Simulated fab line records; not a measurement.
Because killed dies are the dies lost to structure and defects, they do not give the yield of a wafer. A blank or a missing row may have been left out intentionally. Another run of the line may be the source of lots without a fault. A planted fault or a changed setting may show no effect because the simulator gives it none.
Which tool did it? -- flow gf180mcu -- 14 lots with 39 wafers sampled at 4 steps, on a route of 602 steps

== WHAT EACH GAUGE READ, for each wafer ==
GF_V2_THK_MEAS_03. Usual: V2_CVD_02_THK gives 849 nm (standard deviation 12).
lot,measured,on,V2_CVD_02_THK (nm),flag
L955,day 19 06:25,filmMetro-01,836 846,
L956,day 19 15:09,filmMetro-02,848 834 848,
L958,day 20 08:23,filmMetro-03,830 837 855,
L959,day 20 17:46,filmMetro-02,845 859 854,
L961,day 21 14:55,filmMetro-03,833 838 845,
L962,day 22 07:38,filmMetro-02,850 872 869,
L965,day 23 03:43,filmMetro-02,842 850 857,
L966,day 23 15:43,filmMetro-02,847 867 853,
L972,day 25 07:59,filmMetro-01,839 857 843,
L973,day 25 15:14,filmMetro-03,849 874 870,
L974,day 25 22:40,filmMetro-01,846 836 853,
L975,day 26 06:14,filmMetro-01,848 876,
L977,day 26 19:14,filmMetro-03,879 865,
L978,day 27 02:02,filmMetro-02,838 861 865,

GF_V2_OVL_MEAS_15. Usual: V2_OVL gives 1 nm (standard deviation 4.8).
lot,measured,on,V2_OVL (nm),flag
L955,day 20 06:58,overlay-02,6 6,
L956,day 20 15:41,overlay-02,5 0 1,
L958,day 21 09:17,overlay-01,0 0 -7,
L959,day 21 18:11,overlay-02,6 -3 0,
L961,day 22 15:17,overlay-02,6 9 8,
L962,day 23 07:40,overlay-02,-4 4 -4,
L965,day 24 02:47,overlay-01,-6 -1 0,
L966,day 24 14:18,overlay-02,8 4 7,
L972,day 26 06:17,overlay-02,3 -1 -1,
L973,day 26 12:36,overlay-01,2 -2 1,
L974,day 26 19:44,overlay-02,8 6 4,
L975,day 27 03:01,overlay-02,3 1,
L977,day 27 16:17,overlay-01,2 -3,
L978,day 27 22:35,overlay-02,-1 -5 -8,

== WHICH TOOL RAN EACH LOT (tool, then ch and the chambers of the sampled wafers, then the start) ==
lot,GF_V2_CVD_02,GF_V2_CMP_04
L955,"pecvd-04 ch 0,1, day 19 06:21","cmp-01 ch 3, day 19 06:29"
L956,"pecvd-01 ch 1,2, day 19 15:04","cmp-01 ch 0,2,3, day 19 15:15"
L958,"pecvd-04 ch 1,2, day 20 08:19","cmp-02 ch 1,2, day 20 08:26"
L959,"pecvd-01 ch 0,1,2, day 20 17:41","cmp-02 ch 0,2,3, day 20 17:49"
L961,"pecvd-04 ch 1,2, day 21 14:51","cmp-02 ch 1,2, day 21 15:02"
L962,"pecvd-04 ch 0,1, day 22 07:34","cmp-02 ch 1,2, day 22 07:41"
L965,"pecvd-04 ch 0,1,2, day 23 03:38","cmp-02 ch 2,3, day 23 03:46"
L966,"pecvd-03 ch 0,2, day 23 15:38","cmp-01 ch 1,2, day 23 15:46"
L972,"pecvd-03 ch 0,1,2, day 25 07:55","cmp-01 ch 2,3, day 25 08:14"
L973,"pecvd-03 ch 0,2, day 25 15:10","cmp-02 ch 2,3, day 25 15:17"
L974,"pecvd-04 ch 0,1, day 25 22:35","cmp-02 ch 0,1,3, day 25 22:46"
L975,"pecvd-03 ch 0,2, day 26 06:10","cmp-01 ch 0,2, day 26 06:20"
L977,"pecvd-03 ch 0,2, day 26 19:10","cmp-02 ch 0,3, day 26 19:19"
L978,"pecvd-01 ch 1,2, day 27 01:56","cmp-01 ch 0,2,3, day 27 02:13"
- GF_V2_CVD_02: deposits SiO2 from TEOS, target thk 850 nm, time 94.851 s.
- GF_V2_CMP_04: polishes SiO2.

== WHAT THE TOOLS THEMSELVES READ (means of the sampled wafers that have a number; where no wafer has one, the mark that the record gives instead) ==
GF_V2_CVD_02. Usual: heaterPowerW at 672 W, with a standard deviation of 85.
lot,tool,heaterPowerW (W),flag
L955,pecvd-04,542,
L956,pecvd-01,751,
L958,pecvd-04,655,
L959,pecvd-01,731,
L961,pecvd-04,666,
L962,pecvd-04,556,
L965,pecvd-04,662,
L966,pecvd-03,776,
L972,pecvd-03,737,
L973,pecvd-03,763,
L974,pecvd-04,576,
L975,pecvd-03,652,
L977,pecvd-03,732,
L978,pecvd-01,753,

GF_V2_CMP_04. Usual: motorCurrentA 12.3 A, standard deviation 1.5; timeToEndpointS 78 s, standard deviation 5.9.
lot,tool,motorCurrentA (A),timeToEndpointS (s),flag
L955,cmp-01,11.4,72,
L956,cmp-01,12.3,73,
L958,cmp-02,11.1,73,
L959,cmp-02,12.9,78,
L961,cmp-02,12.6,98,OFF
L962,cmp-02,11.5,106,OFF
L965,cmp-02,13.0,105,OFF
L966,cmp-01,12.8,81,
L972,cmp-01,13.0,77,
L973,cmp-02,13.9,89,
L974,cmp-02,11.7,82,
L975,cmp-01,12.8,80,
L977,cmp-02,13.1,90,
L978,cmp-01,12.1,76,

== THE ANSWER, worked out from the rows above alone ==
Rule: a lot is off if the mean of its wafers that have a number lies more than 3 standard deviations from the usual mean. A lot without any number at a reading at which 4 lots or more have one is off too. Any other lot the step has rows for is counted as sound. The gauges are gone through in route order, then the tools' own readings, and for those a lot's mean is taken as printed above. The first step at which some lot is off is used, and at that step the reading that is off furthest; a lot without a number counts as furthest.
Off, at GF_V2_CMP_04 on timeToEndpointS: L961, L962, L965.
If a tool, at that step or one of the process steps before it, ran each lot that is off and ran no sound lot following the first of them, it fits. None of those tried fits.

== WHAT THE SIMULATOR HAD PUT IN ==
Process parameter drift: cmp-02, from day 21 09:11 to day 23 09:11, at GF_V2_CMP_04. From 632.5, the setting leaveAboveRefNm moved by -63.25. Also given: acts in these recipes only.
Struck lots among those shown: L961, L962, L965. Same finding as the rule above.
